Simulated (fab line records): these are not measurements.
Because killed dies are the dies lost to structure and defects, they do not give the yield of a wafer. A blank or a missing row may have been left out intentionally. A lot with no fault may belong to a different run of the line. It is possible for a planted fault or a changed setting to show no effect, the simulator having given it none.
Which of the tools did it?	flow gf180mcu	Sampling: 7 lots, 21 wafers, 2 of 602 route steps

WHAT THE GAUGES SHOWED, per wafer
GF_HV_LDD_RS_MEAS_53: measures by four-point-probe.
lot	measured	on	HV_LDD_RS (ohm/sq)
L616	day 12 12:20	film-metro-01	416.8 417.8 418.3
L619	day 13 02:58	film-metro-03	418.4 417.3 417.8
L624	day 15 03:20	film-metro-03	421.9 420.9 420.9
L627	day 16 05:08	film-metro-04	419.5 419.8 420.4
L633	day 17 19:13	film-metro-04	419.0 419.3 419.2
L636	day 19 10:06	film-metro-04	420.0 420.9 420.9
L639	day 20 19:50	film-metro-04	417.4 418.4 419.2

WHICH TOOL RAN EACH LOT (tool, then ch and the chambers of the sampled wafers, then the start)
lot	GF_HV_LDD_IMPLANT_35
L616	implanter-02 ch 0, day 11 17:30
L619	implanter-01 ch 0, day 12 06:29
L624	implanter-02 ch 0, day 14 06:10
L627	implanter-03 ch 0, day 15 06:43
L633	implanter-03 ch 0, day 16 19:35
L636	implanter-02 ch 0, day 18 09:01
L639	implanter-03 ch 0, day 19 18:38
- GF_HV_LDD_IMPLANT_35

THE ANSWER, worked out from the rows above alone
Rule: what is usual is taken from the lots themselves. Put in order of their means at a reading, lots are off if they are a third of the lots or fewer, leave a main group of 4 or more, and stand apart from it by a gap of 3 or more times the standard deviation of the main group's means; of several such gaps the widest counts. The tables above print the reading to a certain number of digits; a main group whose means all agree to those digits is not used. Also off: a lot with no number at a reading for which 4 or more lots have one. All remaining lots with rows at the step are treated as sound.
No lot is off on any of the readings shown, so nothing can be concluded from this.

WHAT WAS PUT IN BY THE SIMULATOR
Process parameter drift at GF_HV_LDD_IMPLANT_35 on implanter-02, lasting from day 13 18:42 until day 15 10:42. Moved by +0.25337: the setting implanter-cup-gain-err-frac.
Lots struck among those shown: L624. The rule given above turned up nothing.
